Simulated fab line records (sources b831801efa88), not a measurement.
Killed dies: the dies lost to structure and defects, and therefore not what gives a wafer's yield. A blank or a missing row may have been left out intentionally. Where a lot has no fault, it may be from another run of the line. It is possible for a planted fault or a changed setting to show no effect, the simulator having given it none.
Check for tools in common + flow gf180mcu + Sample size 11 lots and 39 wafers

REASON IT WAS OPENED
At GF_VT_IMPLANT_RS_MEAS_47 the reading NWELL_RS is flagged on 2 of 11 lots. Fault-free wafers read 488.5 ohm/sq, with a standard deviation of 1.3.
Rule: a lot gets a flag if all its wafers with a number sit over 4 standard deviations from that mean, or if no wafer of it has a number. As for the other lots, they are considered sound.

| lot  | measured     | on            | NWELL_RS (ohm/sq), wafer by wafer   | flag    |
|------|--------------|---------------|-------------------------------------|---------|
| L818 | day 7 11:59  | film-metro-01 | 489.2 490.9 490.0                   |         |
| L820 | day 7 23:47  | film-metro-02 | 487.3 486.5 486.7                   |         |
| L821 | day 8 09:26  | film-metro-01 | 490.0 489.4 489.8                   |         |
| L825 | day 9 13:47  | film-metro-03 | 487.4 488.4 489.3                   |         |
| L827 | day 10 07:57 | film-metro-03 | 487.7 488.5 490.2                   |         |
| L828 | day 10 12:17 | film-metro-03 | 487.2 485.5 488.3                   |         |
| L833 | day 11 17:47 | film-metro-01 | 496.3 498.5 497.0 497.3 498.3 497.5 | FLAGGED |
| L836 | day 12 13:37 | film-metro-01 | 497.7 500.6 497.8 498.5 500.8 497.5 | FLAGGED |
| L837 | day 12 22:08 | film-metro-02 | 488.0 489.1 488.1                   |         |
| L838 | day 13 04:30 | film-metro-03 | 489.2 489.6 488.6                   |         |
| L840 | day 13 18:29 | film-metro-01 | 488.9 489.9 490.1                   |         |
The numbers of the flagged lots are 498.1 ohm/sq on average: +9.6 ohm/sq against the usual, or +7 standard deviations.

WHICH TOOL EACH LOT WENT THROUGH
The record holds 2 process steps before the reading, out of a route of 602 steps. Read each cell as the tool, then ch plus the chambers that the sampled wafers visited, then the start.
| lot  | flag    | GF_NWELL_IMPLANT_08            | GF_LVPWELL_STRIP_10                 |
|------|---------|--------------------------------|-------------------------------------|
| L818 |         | implanter-04 ch 0, day 3 08:13 | plasma-asher-04 ch 0,1, day 3 21:27 |
| L820 |         | implanter-02 ch 0, day 3 17:51 | plasma-asher-04 ch 0,1, day 4 06:41 |
| L821 |         | implanter-03 ch 0, day 4 01:03 | plasma-asher-02 ch 0,1, day 4 14:17 |
| L825 |         | implanter-04 ch 0, day 4 22:21 | plasma-asher-02 ch 0,1, day 5 12:59 |
| L827 |         | implanter-04 ch 0, day 5 13:01 | plasma-asher-04 ch 0,1, day 6 04:10 |
| L828 |         | implanter-03 ch 0, day 5 16:19 | plasma-asher-04 ch 1, day 6 07:20   |
| L833 | FLAGGED | implanter-04 ch 0, day 6 17:44 | plasma-asher-03 ch 0, day 7 09:13   |
| L836 | FLAGGED | implanter-04 ch 0, day 7 09:10 | plasma-asher-03 ch 0,1, day 8 01:40 |
| L837 |         | implanter-03 ch 0, day 7 15:57 | plasma-asher-03 ch 0,1, day 8 08:40 |
| L838 |         | implanter-03 ch 0, day 7 20:31 | plasma-asher-03 ch 0,1, day 8 13:25 |
| L840 |         | implanter-02 ch 0, day 8 07:17 | plasma-asher-03 ch 0, day 9 01:04   |
These steps, and what they do:
- GF_NWELL_IMPLANT_08
- GF_LVPWELL_STRIP_10: strips in O2/N2.
- GF_VT_IMPLANT_RS_MEAS_47: measures by four-point-probe.

FLAGGED OVER TOTAL, TOOL BY TOOL (the gauges that took the reading come last)
| step                     | tool            | lots run | flagged | share of the flagged lots | sound lots run after its first flagged lot |
|--------------------------|-----------------|----------|---------|---------------------------|--------------------------------------------|
| GF_NWELL_IMPLANT_08      | implanter-02    | 2        | 0       | none                      | -                                          |
| GF_NWELL_IMPLANT_08      | implanter-03    | 4        | 0       | none                      | -                                          |
| GF_NWELL_IMPLANT_08      | implanter-04    | 5        | 2       | all                       | 0                                          |
| GF_LVPWELL_STRIP_10      | plasma-asher-02 | 2        | 0       | none                      | -                                          |
| GF_LVPWELL_STRIP_10      | plasma-asher-03 | 5        | 2       | all                       | 3 (L837,L838,L840)                         |
| GF_LVPWELL_STRIP_10      | plasma-asher-04 | 4        | 0       | none                      | -                                          |
| GF_VT_IMPLANT_RS_MEAS_47 | film-metro-01   | 5        | 2       | all                       | 1 (L840)                                   |
| GF_VT_IMPLANT_RS_MEAS_47 | film-metro-02   | 2        | 0       | none                      | -                                          |
| GF_VT_IMPLANT_RS_MEAS_47 | film-metro-03   | 4        | 0       | none                      | -                                          |

WHAT THE TABLE PERMITS
In the table, 3 rows ran each flagged lot (implanter-04 at GF_NWELL_IMPLANT_08; plasma-asher-03 at GF_LVPWELL_STRIP_10; film-metro-01 at GF_VT_IMPLANT_RS_MEAS_47).
- implanter-04 at GF_NWELL_IMPLANT_08: 2 of its 5 lots flagged. It ran its last sound lot, L827, at day 5 13:01 and its first flagged lot, L833, at day 6 17:44: a fault with its onset between the two fits. Its own readings (beam-energy-keV) fall more than 4 standard deviations out on all wafers of the flagged lots.
- plasma-asher-03 at GF_LVPWELL_STRIP_10: 2 of its 5 lots flagged. Lots that were sound ran on it after the first flagged one (L837, L838, L840); a persistent fault on the entire tool would not allow that.
- film-metro-01 at GF_VT_IMPLANT_RS_MEAS_47: 2 of its 5 lots flagged. Lots that were sound ran on it after the first flagged one (L840); a persistent fault on the entire tool would not allow that.
What remains is a single tool, implanter-04 at GF_NWELL_IMPLANT_08.

WHAT THE SIMULATOR HAD INSERTED
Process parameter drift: implanter-04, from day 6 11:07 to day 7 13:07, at GF_NWELL_IMPLANT_08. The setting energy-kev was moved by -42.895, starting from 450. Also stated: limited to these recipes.
Lots struck among those shown: L833, L836. Same finding as the rule above.
